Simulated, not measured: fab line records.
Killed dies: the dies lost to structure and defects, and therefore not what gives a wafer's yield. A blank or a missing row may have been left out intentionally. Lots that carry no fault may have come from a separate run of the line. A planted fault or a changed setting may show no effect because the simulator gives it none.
One fault through the eyes of 2 desks -- flow sky130 -- each desk has only its own numbers; what lay behind them comes last

DESK OF THE TOOL OWNER: implanter-03
The tool's own readings at SKY_LDD_N_IMPLANT_08, given as means over the sampled wafers that have a number, one for each lot that went through this tool. A lot is out of limits, marked OUT, if its mean lies more than 4 standard deviations from the usual mean; the brackets give that distance.
Columns: A = beamOnS at SKY_LDD_N_IMPLANT_08, usual 9.98 s; B = doseIonsCm2 at SKY_LDD_N_IMPLANT_08, usual 7.499e+13; C = faradayCurrentUA at SKY_LDD_N_IMPLANT_08, usual 423; D = rotationDeg at SKY_LDD_N_IMPLANT_08, usual 22.998 degrees
lot,first seen here,A,B,C,D
L114,day 19 09:39,9.88,7.500e+13,425,23.006
L117,day 20 09:23,78.38 (+99 or more) OUT,7.109e+14 (+99 or more) OUT,511 (+9.2) OUT,23.001
L119,day 21 03:09,75.32 (+99 or more) OUT,7.108e+14 (+99 or more) OUT,532 (+11) OUT,22.991
L121,day 21 17:06,76.99 (+99 or more) OUT,7.110e+14 (+99 or more) OUT,521 (+10) OUT,23.016
L132,day 25 19:54,9.98,7.512e+13,424,22.992
This desk finds L117, L119, L121 out of limits, L117 being first, at day 20 09:23 (beamOnS at SKY_LDD_N_IMPLANT_08). L114, L132 stayed within limits.

FROM THE METROLOGY DESK
What the gauges read for every lot (on any tool): the sampled wafers with a number, averaged. A lot is out of limits, marked OUT, if its mean lies more than 4 standard deviations from the usual mean; the brackets give that distance.
Columns: A = VT_ADJUST_HVTR_OVL at SKY_VT_ADJUST_HVTR_OVL_MEAS_08, usual -0.2 nm; B = VT_ADJUST_PCH_OVL at SKY_VT_ADJUST_PCH_OVL_MEAS_07, usual 0.9 nm; C = SONOS_ONO_OVL at SKY_SONOS_ONO_OVL_MEAS_14, usual 0.6 nm; D = LDD_N_TW at SKY_LDD_N_TW_MEAS_17, usual 2561
lot,first seen here,A,B,C,D
L110,day 9 06:47,-1.3,0.9,1.0,2551
L111,day 9 07:44,0.4,0.2,1.3,2561
L114,day 10 21:20,-1.0,3.4,2.2,2537
L115,day 11 07:47,-0.5,0.5,2.6,2554
L117,day 11 12:41,-1.4,0.1,1.7,2969 (+17) OUT
L119,day 12 02:50,-1.3,1.3,-0.9,2952 (+16) OUT
L120,day 12 13:50,1.8,0.2,0.1,2545
L121,day 12 18:17,0.8,-0.2,0.4,3022 (+19) OUT
L125,day 13 18:08,-1.5,0.5,-0.5,2559
L126,day 14 04:37,-0.3,-0.3,-0.5,2560
L128,day 14 17:38,0.8,2.1,2.1,2592
L129,day 15 09:37,1.4,0.3,0.6,2534
L130,day 16 08:47,2.1,-1.8,1.3,2533
L132,day 16 10:01,-2.3,1.1,-0.2,2540
L133,day 16 14:53,-1.7,3.2,0.3,2564
This desk finds L117, L119, L121 out of limits, with the earliest case on L117 at day 20 10:40 (LDD_N_TW at SKY_LDD_N_TW_MEAS_17). L110, L111, L114, L115, L120, L125, L126, L128, L129, L130, L132, L133 stayed within limits.

ALL TOGETHER
The tool owner's desk could have raised an alarm at day 20 09:23, on L117, L119, L121.
At day 20 10:40 the metrology desk could have sounded an alarm, on L117, L119, L121.
All the named lots went through SKY_LDD_N_IMPLANT_08 on implanter-03.

WHAT WAS PUT IN BY THE SIMULATOR
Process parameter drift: implanter-03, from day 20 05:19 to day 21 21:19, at SKY_LDD_N_IMPLANT_08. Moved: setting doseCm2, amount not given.
Struck lots among those shown: L117, L119, L121.
Counting hours from when the fault started, the first reading out of limits came at 4 for the tool owner's desk and at 5 for the metrology desk.
